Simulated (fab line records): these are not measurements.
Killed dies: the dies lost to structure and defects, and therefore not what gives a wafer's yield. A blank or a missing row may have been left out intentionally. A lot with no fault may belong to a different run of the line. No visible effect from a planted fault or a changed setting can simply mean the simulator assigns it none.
Which of the tools did it?    flow gf180mcu    Sampling: 13 lots, 39 wafers, 4 of 602 route steps

== WHAT THE GAUGES READ, wafer by wafer ==
GF_V1_OVL_MEAS_15. Usual: V1_OVL -1 nm, standard deviation 5.8.
lot   measured      on          V1_OVL (nm)  flag
L941  day 18 22:55  overlay-01  -3 1 -6      
L942  day 19 07:16  overlay-01  -10 -6 -4    
L943  day 19 15:31  overlay-01  -5 1 1       
L946  day 20 19:29  overlay-01  2 -1 3       
L947  day 21 05:56  overlay-01  -2 5 4       
L948  day 21 12:18  overlay-02  -1 -11 -6    
L956  day 24 07:49  overlay-01  2 8 8        
L957  day 24 23:02  overlay-01  -4 -2 6      
L958  day 25 05:35  overlay-02  -5 -3 0      
L959  day 25 11:19  overlay-02  8 1 0        
L960  day 25 14:58  overlay-02  6 2 -1       
L961  day 26 07:58  overlay-01  4 0 -3       
L962  day 26 06:11  overlay-01  -8 -7 -8     

== WHICH TOOL RAN EACH LOT (tool, then ch and the chambers of the sampled wafers, then the start) ==
lot   GF_VT_IMPLANT_COAT_35              GF_VT_IMPLANT_STRIP_42                GF_SAB_STRIP_13
L941  litho-track-04 ch 0, day 7 19:07   plasma-asher-04 ch 0,1, day 8 03:23   plasma-asher-02 ch 0,1, day 15 21:40
L942  litho-track-01 ch 0, day 8 00:47   plasma-asher-04 ch 0,1, day 8 08:49   plasma-asher-03 ch 0,1, day 16 04:15
L943  litho-track-01 ch 0, day 8 06:15   plasma-asher-04 ch 0,1, day 8 14:29   plasma-asher-02 ch 0,1, day 16 13:35
L946  litho-track-01 ch 0, day 9 05:30   plasma-asher-04 ch 0,1, day 9 14:26   plasma-asher-03 ch 0,1, day 17 15:33
L947  litho-track-01 ch 0, day 9 11:53   plasma-asher-04 ch 0,1, day 9 20:44   plasma-asher-03 ch 1, day 18 02:03
L948  litho-track-01 ch 0, day 9 17:45   plasma-asher-04 ch 0,1, day 10 02:52  plasma-asher-02 ch 0,1, day 18 08:08
L956  litho-track-02 ch 0, day 11 21:23  plasma-asher-04 ch 0,1, day 12 06:41  plasma-asher-02 ch 0,1, day 21 06:16
L957  litho-track-04 ch 0, day 12 09:39  plasma-asher-04 ch 0,1, day 12 19:59  plasma-asher-02 ch 0,1, day 22 00:00
L958  litho-track-02 ch 0, day 12 13:05  plasma-asher-04 ch 0,1, day 12 23:49  plasma-asher-03 ch 0,1, day 22 05:50
L959  litho-track-01 ch 0, day 12 15:38  plasma-asher-04 ch 0,1, day 13 01:53  plasma-asher-03 ch 0,1, day 22 11:20
L960  litho-track-04 ch 0, day 12 21:31  plasma-asher-01 ch 0,1, day 13 08:04  plasma-asher-02 ch 0,1, day 22 15:56
L961  litho-track-02 ch 0, day 13 05:11  plasma-asher-03 ch 0,1, day 13 15:05  plasma-asher-03 ch 0,1, day 23 10:45
L962  litho-track-01 ch 0, day 13 17:15  plasma-asher-04 ch 0,1, day 14 03:49  plasma-asher-02 ch 0,1, day 23 10:09
- GF_VT_IMPLANT_COAT_35: resist thk 1000 nm.
- GF_VT_IMPLANT_STRIP_42: strips in O2/N2.
- GF_SAB_STRIP_13: strips in O2/N2.

== WHAT THE TOOLS THEMSELVES READ (means of the sampled wafers that have a number; where no wafer has one, the mark that the record gives instead) ==
GF_VT_IMPLANT_COAT_35. Usual: spin-speed-rpm at 3000.0 rpm, with a standard deviation of 2.1.
lot   tool            spin-speed-rpm (rpm)  flag
L941  litho-track-04  3001.2                
L942  litho-track-01  2999.1                
L943  litho-track-01  3000.4                
L946  litho-track-01  3000.7                
L947  litho-track-01  2998.2                
L948  litho-track-01  2999.1                
L956  litho-track-02  2999.9                
L957  litho-track-04  2999.2                
L958  litho-track-02  2999.6                
L959  litho-track-01  3001.3                
L960  litho-track-04  2998.1                
L961  litho-track-02  2999.1                
L962  litho-track-01  3002.1                

GF_VT_IMPLANT_STRIP_42. Usual: drypump-motor-current-A 5.5 A, standard deviation 0.31; heater-power-w 341 W, standard deviation 25; oes-product-au 0.716 a.u., standard deviation 0.0048; strip-time-to-endpoint-s 12.62 s, standard deviation 0.04.
lot   tool             drypump-motor-current-A (A)  heater-power-w (W)  oes-product-au (a.u.)  strip-time-to-endpoint-s (s)  flag
L941  plasma-asher-04  5.6                          359                 0.716                  12.65                         
L942  plasma-asher-04  5.6                          365                 0.714                  12.64                         
L943  plasma-asher-04  5.6                          361                 0.715                  12.63                         
L946  plasma-asher-04  5.5                          345                 0.718                  12.31                         OFF
L947  plasma-asher-04  5.6                          357                 0.720                  12.25                         OFF
L948  plasma-asher-04  5.6                          346                 0.713                  12.28                         OFF
L956  plasma-asher-04  5.6                          350                 0.713                  12.58                         
L957  plasma-asher-04  5.6                          341                 0.718                  12.64                         
L958  plasma-asher-04  5.6                          360                 0.717                  12.60                         
L959  plasma-asher-04  5.6                          347                 0.716                  12.64                         
L960  plasma-asher-01  5.3                          353                 0.720                  12.60                         
L961  plasma-asher-03  5.9                          324                 0.718                  12.65                         
L962  plasma-asher-04  5.6                          343                 0.710                  12.66                         

GF_SAB_STRIP_13. Usual: drypump-motor-current-A 5.4 A, standard deviation 0.37; heater-power-w 345 W, standard deviation 51; oes-product-au 0.710 a.u., standard deviation 0.0044; strip-time-to-endpoint-s 12.61 s, standard deviation 0.034.
lot   tool             drypump-motor-current-A (A)  heater-power-w (W)  oes-product-au (a.u.)  strip-time-to-endpoint-s (s)  flag
L941  plasma-asher-02  5.2                          398                 0.711                  12.59                         
L942  plasma-asher-03  5.8                          315                 0.713                  12.56                         
L943  plasma-asher-02  5.2                          392                 0.707                  12.61                         
L946  plasma-asher-03  5.9                          323                 0.710                  12.62                         
L947  plasma-asher-03  6.1                          331                 0.712                  12.65                         
L948  plasma-asher-02  5.2                          355                 0.706                  12.62                         
L956  plasma-asher-02  5.2                          392                 0.707                  12.58                         
L957  plasma-asher-02  5.2                          401                 0.707                  12.63                         
L958  plasma-asher-03  5.8                          325                 0.708                  12.58                         
L959  plasma-asher-03  5.9                          322                 0.713                  12.62                         
L960  plasma-asher-02  5.2                          352                 0.711                  12.62                         
L961  plasma-asher-03  5.6                          304                 0.712                  12.63                         
L962  plasma-asher-02  5.1                          393                 0.710                  12.63                         

== THE ANSWER, worked out from the rows above alone ==
Rule: lot off if the mean of its wafers having a number is beyond 3 standard deviations from the usual mean. A lot without any number at a reading at which 4 lots or more have one is off too. All remaining lots with rows at the step are treated as sound. The gauges are gone through in route order, then the tools' own readings, and for those a lot's mean is taken as printed above. At the first step where some lot is off, the reading lying furthest off is the one used; lots without a number count as furthest.
Off at GF_VT_IMPLANT_STRIP_42 (strip-time-to-endpoint-s): L946, L947, L948.
If a tool, at that step or one of the process steps before it, ran each lot that is off and ran no sound lot following the first of them, it fits. No candidate that was tried fits.

== WHAT THE SIMULATOR PUT IN ==
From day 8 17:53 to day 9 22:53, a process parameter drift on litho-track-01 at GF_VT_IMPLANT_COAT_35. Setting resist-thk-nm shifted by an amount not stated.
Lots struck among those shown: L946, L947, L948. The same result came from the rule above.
